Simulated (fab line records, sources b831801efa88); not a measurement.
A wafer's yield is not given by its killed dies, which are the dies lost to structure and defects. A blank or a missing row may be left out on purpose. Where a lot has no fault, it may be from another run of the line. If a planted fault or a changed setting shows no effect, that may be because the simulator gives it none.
2 desks, one fault    flow gf180mcu    numbers are kept per desk, each desk with only its own; the story behind them comes last

== AT THE TOOL OWNER'S DESK: hdpcvd-01 ==
The tool's own readings at GF_V3_CVD_00 (deposits SiO2, target thk 600 nm, time 100 s): means of the sampled wafers that have a number, for each lot that ran on this tool. If a lot's mean is further than 4 standard deviations from the usual mean, the lot is out of limits and carries the mark OUT (the distance appears in the brackets).
Columns: A = sih4 flow sccm at GF_V3_CVD_00, usual 59.99 sccm
lot   first seen here  A
L688  day 21 09:22     60.00
L695  day 24 10:11     59.90
L696  day 24 14:09     60.11
L697  day 24 20:22     59.93
L699  day 25 14:52     60.05
L700  day 25 20:30     60.03
L701  day 26 01:18     60.05
Finding of this desk: none of the 7 lots has anything out of limits.

== THE METROLOGY DESK ==
What the gauges read for every lot (on any tool): the sampled wafers with a number, averaged. If a lot's mean is further than 4 standard deviations from the usual mean, the lot is out of limits and carries the mark OUT (the distance appears in the brackets).
Columns: A = PASSIVATION_CVD_02_THK at GF_PASSIVATION_THK_MEAS_03, usual 702 nm
lot   first seen here  A
L688  day 28 03:38     712
L689  day 28 12:11     702
L691  day 29 04:45     694
L692  day 29 12:30     703
L693  day 29 20:34     702
L694  day 30 04:09     709
L695  day 30 16:42     699
L696  day 30 20:05     713
L697  day 31 02:06     705
L698  day 31 10:39     701
L699  day 31 16:28     696
L700  day 31 22:05     710
L701  day 32 00:34     699
L710  day 34 04:40     685
Finding of this desk: none of the 14 lots has anything out of limits.

== BROUGHT TOGETHER ==
Nothing out of limits was seen by the tool owner's desk.
At the metrology desk, nothing out of limits was observed.

== WHAT THE SIMULATOR HAD PUT IN ==
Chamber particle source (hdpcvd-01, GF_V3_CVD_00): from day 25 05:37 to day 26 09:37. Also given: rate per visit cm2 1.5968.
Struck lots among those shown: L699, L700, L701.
